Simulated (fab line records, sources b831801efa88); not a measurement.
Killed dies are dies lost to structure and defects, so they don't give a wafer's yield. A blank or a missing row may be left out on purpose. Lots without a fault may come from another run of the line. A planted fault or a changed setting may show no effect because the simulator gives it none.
A struck lot beside a sound one | flow sky130 | 43 steps out of a route of 708
Sound: wafers L374.4, L374.5, L374.6. Struck: wafers L389.1, L389.3, L389.4. The cause comes at the end.
At each step with rows: each side's tool, then ch and its chambers, then its first start. Under that, the readings that differ: sound wafers | struck wafers | difference of the means | sigmas: that difference in standard deviations of wafers without a fault.
alike: readings whose means differ by less than 2 such deviations, and words and numbers that are the same on both sides. not compared: withheld readings, readings that some wafer has no value for, bounds like >300 that may hide the same value, and numbers for which the record gives no deviation and whose values overlap.
The two part at a step that has a row with sigmas, a row that says differs or no value, or rows on one side only. Numbers that don't overlap but have no deviation are shown without sigmas and don't part them. A reading that every wafer of one side lacks parts them only if that side has two wafers or more.

first, 4 steps without rows for these wafers: SKY_VIA3_STRIP_16 (strips in O2/N2); SKY_VIA3_STRIP_17 (strips in post etch residue remover, time 1200 s); SKY_VIA3_CLEAN_18 (cleans in IPA, time 180 s); SKY_VIA3_CLEAN_19 (cleans in O3/DIW).
SKY_VIA3_SPUTTER_20: material TiN, target thk 20 nm, time 80 s.
  sound on pvd_sputter-02, day 40 15:50; struck on pvd_sputter-02, day 45 01:04
  alike: throttle_valve_pct
SKY_VIA3_CVD_21: deposits W, target thk 390 nm, time 117.31 s.
  sound on cvd_w-01 ch 0,1, day 40 15:56; struck on cvd_w-01 ch 0,1, day 45 01:07
  alike: chamber_pressure_Torr, heater_power_w
SKY_VIA3_RS_MEAS_22: measures by four-point-probe.
  sound on film_metro-02, day 40 16:05; struck on film_metro-03, day 45 01:14
  alike: VIA3_W_RS
SKY_VIA3_THK_MEAS_23: measures by xrf.
  sound on film_metro-02, day 40 16:10; struck on film_metro-03, day 45 01:22
  alike: VIA3_W_THK
SKY_VIA3_CMP_24: polishes, stops on SiO2, t overpolish 20 s, target thk 0 nm.
  sound on cmp-01 ch 0,2,3, day 40 16:21; struck on cmp-01 ch 1,2,3, day 45 01:25
  reading                 | sound             | struck            | difference | sigmas
  edge_zone_pressure_frac | 0.987 0.998 0.989 | 1.007 1.002 1.006 | +0.014     | +3
  alike: motor_current_A, overpolish_run_s, slurry_filter_dp_kPa, time_to_endpoint_s
then, 3 steps without rows for these wafers: SKY_METAL4_SPUTTER_00 (material Ti, target thk 15 nm, time 10 s); SKY_METAL4_SPUTTER_01 (material TiN, target thk 20 nm, time 16.7 s); SKY_METAL4_SPUTTER_02 (material AlCu, target thk 735 nm, time 39.1 s).
SKY_METAL4_SPUTTER_03: material Ti, target thk 5 nm, time 3.3 s.
  sound on pvd_sputter-04, day 40 16:35; struck on pvd_sputter-02, day 45 01:49
  alike: throttle_valve_pct
SKY_METAL4_SPUTTER_04: material TiN, target thk 70 nm, time 58.3 s.
  sound on pvd_sputter-04, day 40 16:37; struck on pvd_sputter-02, day 45 01:50
  alike: throttle_valve_pct
then, 1 step without rows for these wafers: SKY_CAP2M_CVD_00 (deposits SiO2, target thk 15.5 nm).
SKY_CAP2M_THK_MEAS_01:
  sound on film_metro-01, day 40 16:43; struck on film_metro-03, day 45 01:54
  alike: CAP2M_CVD_00_THK
then, 1 step without rows for these wafers: SKY_CAP2M_SPUTTER_02 (material TiN, target thk 200 nm, time 166.7 s).
SKY_CAP2M_RS_MEAS_03: measures by four-point-probe.
  sound on film_metro-03, day 40 16:55; struck on film_metro-01, day 45 02:04
  alike: CAP2M_TIN_RS
SKY_CAP2M_THK_MEAS_04: measures by xrf.
  sound on film_metro-03, day 40 17:00; struck on film_metro-01, day 45 02:11
  alike: CAP2M_TIN_THK
then, 7 steps without rows for these wafers: SKY_CAP2M_DEHYDRATE_05 (time 60 s); SKY_CAP2M_HMDS_06 (prime time 60 s); SKY_CAP2M_COAT_07 (resist thk 1140 nm); SKY_CAP2M_SOFTBAKE_08 (time 60 s); SKY_CAP2M_EXPOSE_09 (exposes mask CAP2M, target cd 1000 nm); SKY_CAP2M_PEB_10; SKY_CAP2M_DEVELOP_11 (develop time 60 s).
SKY_CAP2M_OVL_MEAS_12:
  sound on overlay-01, day 41 17:15; struck on overlay-01, day 45 23:38
  alike: CAP2M_OVL
then, 1 step without rows for these wafers: SKY_CAP2M_METAL_ETCH_13 (etches TiN in Cl2/BCl3, stops on SiO2, target depth 220 nm, time 62.9 s).
SKY_CAP2M_STRIP_14: strips in O2/N2.
  sound on plasma_asher-04 ch 0,1, day 41 17:23; struck on plasma_asher-04 ch 0,1, day 45 23:49
  alike: drypump_motor_current_A, n2_flow_sccm, oes_product_au, strip_time_to_endpoint_s
  not compared: rf_hours_counter_h
then, 11 steps without rows for these wafers: SKY_CAP2M_STRIP_15 (strips in post etch residue remover, time 1200 s); SKY_CAP2M_CLEAN_16 (cleans in IPA, time 180 s); SKY_CAP2M_CLEAN_17 (cleans in O3/DIW); SKY_METAL4_DEHYDRATE_05 (time 60 s); SKY_METAL4_HMDS_06 (prime time 60 s); SKY_METAL4_COAT_07 (resist thk 60.65 nm); SKY_METAL4_COAT_08 (resist thk 1140 nm); SKY_METAL4_SOFTBAKE_09 (time 90 s); SKY_METAL4_EXPOSE_10 (exposes mask MM4, target cd 300 nm); SKY_METAL4_PEB_11; SKY_METAL4_DEVELOP_12 (develop time 60 s).
SKY_METAL4_CD_MEAS_13: target cd 300 nm.
  sound on cd_sem-01, day 42 18:14; struck on cd_sem-02, day 46 21:41
  alike: cd_nm
SKY_METAL4_OVL_MEAS_14:
  sound on overlay-01, day 42 18:19; struck on overlay-02, day 46 21:48
  alike: METAL4_OVL
-- the record jumps here: 3 days lie between the struck wafers' starts before and after (it left off in module METAL4 and takes up again in module PAD_OPEN, whose first step shown is number 708 of the route) --
SKY_PAD_OPEN_PROBE_99:
  sound on prober-01, day 46 15:44; struck on prober-02, day 50 06:01
  reading                               | sound             | struck            | difference | sigmas
  defect_limited_yield (%)              | 84.6 84.1 82.1    | 75.0 76.8 74.4    | -8.2       | -5
  killed_at_M4_up                       | 2 2 0             | 32 42 37          | +36        | +20
  killed_dies                           | 76 78 88          | 123 114 126       | +40        | +5
  sort_bin_3_pad_short (%)              | 0.6 0.2 1.4       | 1.2 1.6 3.0       | +1.2       | +3
  sort_bin_5_function (%)               | 9.1 10.0 10.2     | 15.4 16.7 14.8    | +5.9       | +4
  sort_n_pass                           | 416 414 404       | 369 378 366       | -40        | -5
  sort_yield_pct (%)                    | 84.6 84.1 82.1    | 75.0 76.8 74.4    | -8.2       | -5
  model.etest.tester.sort_n_pass        | 416 414 404       | 369 378 366       | -40        |
  model.etest.tester.sort_yield_pct (%) | 84.55 84.15 82.11 | 75 76.83 74.39    | -8         |
  model.etest.tester.sort_bin_5_pct (%) | 9.146 9.959 10.16 | 15.45 16.67 14.84 | +5.90      |
  alike: killed_at_M0_to_M3, killed_at_contacts, killed_at_front_end, killed_at_other, killed_on_rim, killed_open, killed_short, sort_bin_6_memory
  not compared: model.etest.tester.sort_bin_3_pct

WHERE THEY PART
First at SKY_VIA3_CMP_24; last, within this record, at SKY_PAD_OPEN_PROBE_99.

WHY: what the simulator had put in
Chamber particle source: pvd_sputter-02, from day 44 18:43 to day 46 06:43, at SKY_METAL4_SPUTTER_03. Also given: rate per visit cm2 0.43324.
